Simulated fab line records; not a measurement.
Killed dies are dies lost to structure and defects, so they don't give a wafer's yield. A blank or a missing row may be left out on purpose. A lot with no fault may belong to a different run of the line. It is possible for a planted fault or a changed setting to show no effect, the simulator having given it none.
Shared-tool check || flow sky130 || Sampled: 15 lots, 54 wafers

## WHY IT WAS OPENED
SKY_LDD_LDN_TW_MEAS_13, reading LDD_LDN_TW: flagged on 3 of 15 lots. Wafers without a fault read 1478, standard deviation 9.5.
Rule: a lot is flagged in two cases, either no wafer of it has a number, or all its wafers with numbers fall more than 4 standard deviations from that mean. As for the other lots, they are considered sound.

{"lot": "L372", "measured": "day 22 21:51", "on": "filmMetro-01", "LDD_LDN_TW, wafer by wafer": "1469 1468 1473", "flag": ""}
{"lot": "L375", "measured": "day 24 19:06", "on": "filmMetro-01", "LDD_LDN_TW, wafer by wafer": "1474 1476 1476", "flag": ""}
{"lot": "L378", "measured": "day 25 15:42", "on": "filmMetro-03", "LDD_LDN_TW, wafer by wafer": "1484 1492 1493", "flag": ""}
{"lot": "L379", "measured": "day 25 17:12", "on": "filmMetro-03", "LDD_LDN_TW, wafer by wafer": "1486 1488 1491", "flag": ""}
{"lot": "L382", "measured": "day 27 04:58", "on": "filmMetro-04", "LDD_LDN_TW, wafer by wafer": "1462 1467 1466", "flag": ""}
{"lot": "L384", "measured": "day 27 09:52", "on": "filmMetro-01", "LDD_LDN_TW, wafer by wafer": "1481 1478 1478", "flag": ""}
{"lot": "L383", "measured": "day 27 10:25", "on": "filmMetro-01", "LDD_LDN_TW, wafer by wafer": "1347 1359 1345 1352 1354 1353", "flag": "FLAGGED"}
{"lot": "L386", "measured": "day 27 17:31", "on": "filmMetro-01", "LDD_LDN_TW, wafer by wafer": "1356 1363 1357 1353 1358 1361", "flag": "FLAGGED"}
{"lot": "L385", "measured": "day 27 20:57", "on": "filmMetro-04", "LDD_LDN_TW, wafer by wafer": "1343 1343 1342 1344 1347 1344", "flag": "FLAGGED"}
{"lot": "L387", "measured": "day 28 04:30", "on": "filmMetro-04", "LDD_LDN_TW, wafer by wafer": "1468 1473 1478", "flag": ""}
{"lot": "L390", "measured": "day 29 04:03", "on": "filmMetro-03", "LDD_LDN_TW, wafer by wafer": "1488 1491 1500", "flag": ""}
{"lot": "L391", "measured": "day 29 08:40", "on": "filmMetro-04", "LDD_LDN_TW, wafer by wafer": "1466 1462 1474", "flag": ""}
{"lot": "L392", "measured": "day 29 18:04", "on": "filmMetro-01", "LDD_LDN_TW, wafer by wafer": "1476 1475 1476", "flag": ""}
{"lot": "L393", "measured": "day 30 06:49", "on": "filmMetro-01", "LDD_LDN_TW, wafer by wafer": "1478 1481 1484", "flag": ""}
{"lot": "L394", "measured": "day 31 03:39", "on": "filmMetro-03", "LDD_LDN_TW, wafer by wafer": "1483 1478 1485", "flag": ""}
On average the flagged lots' numbers are 1351, which is -127 against the usual, or -13 standard deviations.

## TOOL THAT RAN EACH LOT
The record holds 1 process step before the reading, out of a route of 708 steps. In each cell: the tool, then ch and the chambers that the sampled wafers went through, then the start.
{"lot": "L372", "flag": "", "SKY_LDD_LDN_IMPLANT_09": "implanter-03 ch 0, day 22 21:20"}
{"lot": "L375", "flag": "", "SKY_LDD_LDN_IMPLANT_09": "implanter-03 ch 0, day 24 18:34"}
{"lot": "L378", "flag": "", "SKY_LDD_LDN_IMPLANT_09": "implanter-04 ch 0, day 25 15:10"}
{"lot": "L379", "flag": "", "SKY_LDD_LDN_IMPLANT_09": "implanter-03 ch 0, day 25 16:40"}
{"lot": "L382", "flag": "", "SKY_LDD_LDN_IMPLANT_09": "implanter-04 ch 0, day 27 04:25"}
{"lot": "L384", "flag": "", "SKY_LDD_LDN_IMPLANT_09": "implanter-04 ch 0, day 27 09:19"}
{"lot": "L383", "flag": "FLAGGED", "SKY_LDD_LDN_IMPLANT_09": "implanter-03, day 27 09:52"}
{"lot": "L386", "flag": "FLAGGED", "SKY_LDD_LDN_IMPLANT_09": "implanter-01, day 27 16:58"}
{"lot": "L385", "flag": "FLAGGED", "SKY_LDD_LDN_IMPLANT_09": "implanter-01, day 27 20:25"}
{"lot": "L387", "flag": "", "SKY_LDD_LDN_IMPLANT_09": "implanter-01 ch 0, day 28 03:58"}
{"lot": "L390", "flag": "", "SKY_LDD_LDN_IMPLANT_09": "implanter-01 ch 0, day 29 03:30"}
{"lot": "L391", "flag": "", "SKY_LDD_LDN_IMPLANT_09": "implanter-01 ch 0, day 29 08:06"}
{"lot": "L392", "flag": "", "SKY_LDD_LDN_IMPLANT_09": "implanter-04 ch 0, day 29 17:33"}
{"lot": "L393", "flag": "", "SKY_LDD_LDN_IMPLANT_09": "implanter-04 ch 0, day 30 06:17"}
{"lot": "L394", "flag": "", "SKY_LDD_LDN_IMPLANT_09": "implanter-01 ch 0, day 31 03:06"}
These steps, and what they do:
- SKY_LDD_LDN_IMPLANT_09
- SKY_LDD_LDN_TW_MEAS_13

## FLAGGED OVER TOTAL, TOOL BY TOOL (the gauges that took the reading come last)
{"step": "SKY_LDD_LDN_IMPLANT_09", "tool": "implanter-01", "lots run": 6, "flagged": 2, "share of the flagged lots": "some", "sound lots run after its first flagged lot": "4 (L387,L390,L391,L394)"}
{"step": "SKY_LDD_LDN_IMPLANT_09", "tool": "implanter-03", "lots run": 4, "flagged": 1, "share of the flagged lots": "some", "sound lots run after its first flagged lot": 0}
{"step": "SKY_LDD_LDN_IMPLANT_09", "tool": "implanter-04", "lots run": 5, "flagged": 0, "share of the flagged lots": "none", "sound lots run after its first flagged lot": "-"}
{"step": "SKY_LDD_LDN_TW_MEAS_13", "tool": "filmMetro-01", "lots run": 7, "flagged": 2, "share of the flagged lots": "some", "sound lots run after its first flagged lot": "2 (L392,L393)"}
{"step": "SKY_LDD_LDN_TW_MEAS_13", "tool": "filmMetro-03", "lots run": 4, "flagged": 0, "share of the flagged lots": "none", "sound lots run after its first flagged lot": "-"}
{"step": "SKY_LDD_LDN_TW_MEAS_13", "tool": "filmMetro-04", "lots run": 4, "flagged": 1, "share of the flagged lots": "some", "sound lots run after its first flagged lot": "2 (L387,L391)"}

## WHAT IS ALLOWED BY THE TABLE
No row of the table ran every flagged lot.

## WHAT WAS PUT IN BY THE SIMULATOR
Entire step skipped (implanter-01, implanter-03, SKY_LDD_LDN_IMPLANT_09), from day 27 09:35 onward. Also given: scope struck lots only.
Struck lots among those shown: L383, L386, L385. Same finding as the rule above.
